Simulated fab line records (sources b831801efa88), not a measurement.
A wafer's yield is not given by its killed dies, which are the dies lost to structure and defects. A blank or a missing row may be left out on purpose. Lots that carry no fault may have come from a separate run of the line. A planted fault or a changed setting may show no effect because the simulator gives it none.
Which tool was responsible?    flow sky130    18 wafers sampled from 6 lots at 1 step of a route of 708

WHAT EACH GAUGE READ, for each wafer
SKY_VIA1_OVL_MEAS_13.
lot   measured      on          VIA1_OVL (nm)
L772  day 34 14:49  overlay-01  1 -2 -6
L775  day 35 14:37  overlay-02  -7 -5 -10
L784  day 37 19:09  overlay-02  -1 -6 -8
L790  day 39 22:29  overlay-02  -3 5 -1
L792  day 40 14:16  overlay-02  1 2 2
L794  day 40 17:49  overlay-02  6 4 4

WHICH TOOL RAN EACH LOT (tool, then ch and the chambers of the sampled wafers, then the start)
No process step before these readings appears in the record.

THE ANSWER, worked out from the rows above alone
Rule: what is usual is taken from the lots themselves. The widest of any qualifying gaps counts: lots, ordered by their means at a reading, are off when they make up no more than a third of the lots, leave a main group of 4 or more, and stand apart from it by 3 or more times the standard deviation of that group's means. A main group is skipped when, at the precision printed for the reading in the tables above, its means are all equal. A lot without any number at a reading at which 4 lots or more have one is off too. Where the step has rows for the other lots, those lots are counted as sound.
Nothing can be told from this: no lot is off at any reading shown.

WHAT THE SIMULATOR HAD INSERTED
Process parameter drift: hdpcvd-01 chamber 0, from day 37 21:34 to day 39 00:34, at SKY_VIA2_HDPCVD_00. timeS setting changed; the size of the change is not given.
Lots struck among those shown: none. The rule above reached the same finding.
